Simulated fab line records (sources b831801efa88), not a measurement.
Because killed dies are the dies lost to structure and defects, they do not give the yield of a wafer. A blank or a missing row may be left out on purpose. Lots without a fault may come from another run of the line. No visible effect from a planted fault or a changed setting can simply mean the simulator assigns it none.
Comparing a struck lot with a sound one ; flow sky130 ; 35 out of 708 route steps
Sound: wafers L526.2, L526.4, L526.5. Struck: wafer L532.5 (L532.1, L532.3, from the same lot, were not struck and are left out); the cause is given at the end.
Each step with rows lists, per side, the tool, then ch with its chambers, then its first start. Under that, the readings that differ: sound wafers ; struck wafers ; difference of the means ; sigmas: that difference in standard deviations of wafers without a fault.
alike: a reading whose means differ by less than 2 such deviations, as well as words and numbers matching on both sides. not compared: withheld readings; readings where some wafer has no value; bounds like >300 that might hide an equal value; numbers whose values overlap and for which the record gives no deviation.
A row with sigmas, a row that says differs or no value, or rows on one side alone: a step with any of these is where the two part. Numbers that have no deviation but don't overlap get no sigmas and don't part them. A reading that every wafer of one side lacks parts them only if that side has two wafers or more.

first, 9 steps without rows for these wafers: SKY_METAL4_DESCUM_15 (chemistry O2, time 8 s); SKY_METAL4_ETCH_16 (etches BARC in N2/H2, stops on SiO2, time 88.2 s, target depth 60 nm); SKY_METAL4_ETCH_17 (etches SiO2 in C4F8/O2/Ar, stops on TiN, time 3.9 s, target depth 15 nm); SKY_METAL4_METAL_ETCH_18 (etches the open film in Cl2/BCl3, stops on SiO2, target depth 845 nm, time 183.1 s); SKY_METAL4_STRIP_19 (strips in O2/N2); SKY_METAL4_STRIP_20 (strips in post etch residue remover, time 1200 s); SKY_METAL4_CLEAN_21 (cleans in IPA, time 180 s); SKY_METAL4_CLEAN_22 (cleans in O3/DIW); SKY_VIA4_HDPCVD_00 (deposits SiO2, target thk 1750 nm, time 291.7 s).
SKY_VIA4_CMP_02: polishes SiO2.
  sound on cmp-02 ch 0,1,2, day 42 07:13; struck on cmp-02 ch 0, day 44 01:50
reading;sound;struck;difference;sigmas
model.SiO2_of_VIA4_HDPCVD_00.thkNm (nm);580.3 581.4 579.8;522.2;-58.3;
  alike: motorCurrentA
then, 7 steps without rows for these wafers: SKY_VIA4_DEHYDRATE_04 (time 60 s); SKY_VIA4_HMDS_05 (prime time 60 s); SKY_VIA4_COAT_06 (resist thk 1140 nm); SKY_VIA4_SOFTBAKE_07 (time 60 s); SKY_VIA4_EXPOSE_08 (exposes mask VIM4, target cd 800 nm); SKY_VIA4_PEB_09; SKY_VIA4_DEVELOP_10 (develop time 60 s).
SKY_VIA4_ETCH_12: etches SiO2 in C4F8/O2/Ar, stops on TiN, target depth 580 nm.
  sound on rieDiel-04 ch 0,1,2, day 43 06:24; struck on rieDiel-02 ch 0, day 44 23:45
reading;sound;struck;difference;sigmas
oesProductAu (a.u.);0.919 0.923 0.931;0.876;-0.048;-11
model.VIA4.featureDepthNm (nm);580.3 581.4 579.8;522.2;-58.3;
model.etch.depthNm (nm);580.3 581.4 579.8;522.2;-58.3;
then, 15 steps without rows for these wafers: SKY_VIA4_STRIP_13 (strips in O2/N2); SKY_VIA4_STRIP_14 (strips in post etch residue remover, time 1200 s); SKY_VIA4_CLEAN_15 (cleans in IPA, time 180 s); SKY_VIA4_CLEAN_16 (cleans in O3/DIW); SKY_VIA4_SPUTTER_17 (material TiN, target thk 20 nm, time 80 s); SKY_VIA4_CVD_18 (deposits W, target thk 505 nm, time 152.14 s); SKY_VIA4_CMP_21 (polishes, stops on SiO2, t overpolish 25 s, target thk 0 nm); SKY_METAL5_SPUTTER_00 (material Ti, target thk 15 nm, time 10 s); SKY_METAL5_SPUTTER_01 (material TiN, target thk 20 nm, time 16.7 s); SKY_METAL5_SPUTTER_02 (material AlCu, target thk 1150 nm, time 61.2 s); SKY_METAL5_SPUTTER_03 (material Ti, target thk 5 nm, time 3.3 s); SKY_METAL5_SPUTTER_04 (material TiN, target thk 70 nm, time 58.3 s); SKY_METAL5_DEHYDRATE_07 (time 60 s); SKY_METAL5_HMDS_08 (prime time 60 s); SKY_METAL5_COAT_09 (resist thk 1800 nm).
SKY_METAL5_METAL_ETCH_15: etches the open film in Cl2/BCl3, stops on SiO2, target depth 1260 nm, time 252 s.
  sound on rieMetal-01 ch 0,1, day 44 06:42; struck on rieMetal-04 ch 0, day 45 20:36
reading;sound;struck;difference;sigmas
model.SiO2_of_VIA4_HDPCVD_00.thkNm (nm);549.7 549.9 549.1;490.7;-58.9;
  alike: drypumpMotorCurrentA, mfcCl2Sccm, oesProductAu, throttleValvePct
  not compared: rfHoursCounterH
SKY_PAD_OPEN_PROBE_99:
  the record holds rows for the sound wafers here (prober-01, day 46 04:44) but none for the struck ones

## WHERE THEY PART
Earliest at SKY_VIA4_ETCH_12; latest, in this record, at SKY_PAD_OPEN_PROBE_99.

WHY: what the simulator had put in
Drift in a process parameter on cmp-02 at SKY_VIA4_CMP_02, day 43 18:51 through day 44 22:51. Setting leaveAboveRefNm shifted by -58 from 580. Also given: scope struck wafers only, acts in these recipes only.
